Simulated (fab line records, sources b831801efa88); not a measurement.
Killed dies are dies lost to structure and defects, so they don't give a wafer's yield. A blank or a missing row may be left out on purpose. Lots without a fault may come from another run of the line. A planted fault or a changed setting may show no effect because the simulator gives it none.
One fault seen from 2 desks | flow sky130 | each desk has only its own numbers; what lay behind them comes last

THE TOOL OWNER'S DESK: litho_track-03
The tool's own readings at SKY_POLY_GATE_SOFTBAKE_09 (time 87.27 s): means of the sampled wafers that have a number, for each lot that ran on this tool. A lot is out of limits, marked OUT, if its mean lies more than 4 standard deviations from the usual mean; the brackets give that distance.
Columns: A = heater_power_total_W at SKY_POLY_GATE_SOFTBAKE_09, usual 57.92 W; B = plate_temp_C at SKY_POLY_GATE_SOFTBAKE_09, usual 100.00 C
lot  | first seen here | A               | B
L499 | day 16 17:00    | 57.83           | 100.06
L500 | day 17 05:00    | 57.90           | 100.03
L505 | day 19 04:00    | 52.28 (-59) OUT | 92.99 (-58) OUT
L508 | day 19 21:00    | 52.29 (-59) OUT | 92.85 (-60) OUT
L515 | day 22 12:00    | 58.07           | 100.04
L519 | day 23 20:00    | 57.93           | 99.85
L518 | day 23 23:00    | 57.96           | 100.04
This desk's finding: out of limits on L505, L508; first on L505, day 19 04:00 (heater_power_total_W at SKY_POLY_GATE_SOFTBAKE_09). In limits: L499, L500, L515, L519, L518.

THE METROLOGY DESK
What the gauges read, lot by lot, whatever tool the lot ran on: means of the sampled wafers that have a number. A lot is out of limits, marked OUT, if its mean lies more than 4 standard deviations from the usual mean; the brackets give that distance.
Columns: A = SONOS_ONO_OXIDATION_THK at SKY_SONOS_ONO_THK_MEAS_01, usual 2.60 nm; B = LDD_P_TW at SKY_LDD_P_TW_MEAS_11, usual 637
lot  | first seen here | A    | B
L499 | day 12 07:04    | 2.53 | 637
L500 | day 12 20:29    | 2.60 | 633
L502 | day 13 07:59    | 2.52 | 642
L503 | day 13 13:24    | 2.56 | 632
L505 | day 14 10:59    | 2.60 | 639
L506 | day 14 13:50    | 2.65 | 637
L508 | day 15 02:12    | 2.58 | 635
L515 | day 17 14:00    | 2.63 | 641
L516 | day 17 19:50    | 2.59 | 634
L517 | day 18 06:58    | 2.60 | 638
L519 | day 18 23:05    | 2.66 | 646
L518 | day 19 01:37    | 2.53 | 641
L520 | day 19 18:47    | 2.56 | 633
This desk's finding: nothing out of limits on any of the 13 lots.

PUT TOGETHER
The tool owner's desk could have raised an alarm at day 19 04:00, on L505, L508.
The metrology desk saw nothing out of limits.
The metrology desk has L505, L508 on record, within its limits.
Of the lots named, all ran SKY_POLY_GATE_SOFTBAKE_09 on litho_track-03.

WHAT THE SIMULATOR HAD PUT IN
Process parameter drift: litho_track-03, from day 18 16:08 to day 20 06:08, at SKY_POLY_GATE_SOFTBAKE_09. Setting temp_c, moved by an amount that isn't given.
Lots struck among those shown: L505, L508.
Hours from the fault's start to each desk's first reading out of limits: the tool owner's desk, 12.
